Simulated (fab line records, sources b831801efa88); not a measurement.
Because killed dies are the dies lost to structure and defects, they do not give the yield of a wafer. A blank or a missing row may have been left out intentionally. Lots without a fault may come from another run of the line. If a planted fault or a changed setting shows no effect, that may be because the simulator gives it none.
A struck lot beside a sound one	flow gf180mcu	16 out of 602 route steps
Sound: wafers L563.2, L563.4, L563.6. Struck: wafer L578.1 (left out: L578.5, a lot-mate that was not struck); the cause follows at the end.
For every step that has rows: the tool of each side, followed by ch and its chambers, followed by its first start. Under that, the readings that differ: sound wafers	struck wafers	difference of the means	sigmas: that difference in standard deviations of wafers without a fault.
alike: a reading whose means differ by less than 2 such deviations, as well as words and numbers matching on both sides. not compared: withheld readings; readings where some wafer has no value; bounds like >300 that might hide an equal value; numbers whose values overlap and for which the record gives no deviation.
Wherever a step has rows on one side only, a row that says differs or no value, or a row with sigmas, the two part there. Numbers that don't overlap but have no deviation are shown without sigmas and don't part them. A reading that every wafer of one side lacks parts them only if that side has two wafers or more.

GF_MIM_STRIP_20: strips in O2/N2.
  sound on plasmaAsher-01 ch 1, day 25 15:47; struck on plasmaAsher-03 ch 0, day 30 06:55
reading	sound	struck	difference	sigmas
oesProductAu (a.u.)	0.706 0.697 0.694	0.685	-0.014	-3
  alike: drypumpMotorCurrentA, heaterPowerW, n2FlowSccm, platenTempC, stripTimeToEndpointS
  not compared: rfHoursCounterH
then, 9 steps without rows for these wafers: GF_MIM_STRIP_21 (strips in post etch residue remover, time 1200 s); GF_MIM_CLEAN_22 (cleans in DIW); GF_M5_DEHYDRATE_00 (time 60 s); GF_M5_HMDS_01 (prime time 60 s); GF_M5_COAT_02 (resist thk 1000 nm); GF_M5_SOFTBAKE_03 (time 60 s); GF_M5_EXPOSE_04 (exposes mask Metal5, target cd 280 nm); GF_M5_PEB_05 (peb time 90 s); GF_M5_DEVELOP_06 (develop time 60 s).
GF_M5_CD_MEAS_07: target cd 280 nm.
  sound: cdSem-01 at day 26 11:51; struck: cdSem-01 at day 31 00:55
reading	sound	struck	difference	sigmas
cdNm (nm)	280.8 280.0 280.5	277.8	-2.6	-2
GF_M5_OVL_MEAS_08:
  sound: overlay-01 at day 26 11:58; struck: overlay-02 at day 31 01:02
  alike: M5_OVL
GF_M5_ETCH_09: etches Si3N4 in CF4/O2, target depth 52 nm, time 11.6 s.
  sound on rieDiel-04 ch 0,1,3, day 26 11:59; struck on rieDiel-04 ch 3, day 31 01:04
reading	sound	struck	difference	sigmas
oesProductAu (a.u.)	0.998 0.994 1.005	1.194	+0.195	+25
throttleValvePct (%)	5.964 5.986 5.969	6.027	+0.054	+6
model.etch.depthNm (nm)	52.16 51.41 52.03	68.63	+16.76	
model.KrF_of_M5_COAT_02.thkNm (nm)	950 948.7 949.1	939.2	-10.1	
  alike: drypumpMotorCurrentA
  not compared: rfHoursCounterH
GF_M5_METAL_ETCH_10: etches the open film in Cl2/BCl3, stops on SiO2, target depth 750.8 nm, time 125.1 s.
  sound on rieMetal-04 ch 0,1, day 26 12:01; struck on rieMetal-02 ch 0, day 31 01:05
reading	sound	struck	difference	sigmas
model.KrF_of_M5_COAT_02.thkNm (nm)	652.6 651.9 652.9	641.4	-11.1	
  alike: drypumpMotorCurrentA, mfcCl2Sccm, oesProductAu, throttleValvePct
  not compared: rfHoursCounterH
GF_M5_STRIP_11: strips in O2/N2.
  sound on plasmaAsher-01 ch 0,1, day 26 12:08; struck on plasmaAsher-02 ch 1, day 31 01:13
reading	sound	struck	difference	sigmas
oesProductAu (a.u.)	0.529 0.525 0.521	0.514	-0.011	-2
  alike: drypumpMotorCurrentA, heaterPowerW, n2FlowSccm, platenTempC, stripTimeToEndpointS
  not compared: rfHoursCounterH
GF_PASSIVATION_PROBE_99:
  the record holds rows for the sound wafers here (prober-01, day 29 05:01) but none for the struck ones

== WHERE THEY PART ==
First at GF_MIM_STRIP_20; last, within this record, at GF_PASSIVATION_PROBE_99.

WHY: what had been put in by the simulator
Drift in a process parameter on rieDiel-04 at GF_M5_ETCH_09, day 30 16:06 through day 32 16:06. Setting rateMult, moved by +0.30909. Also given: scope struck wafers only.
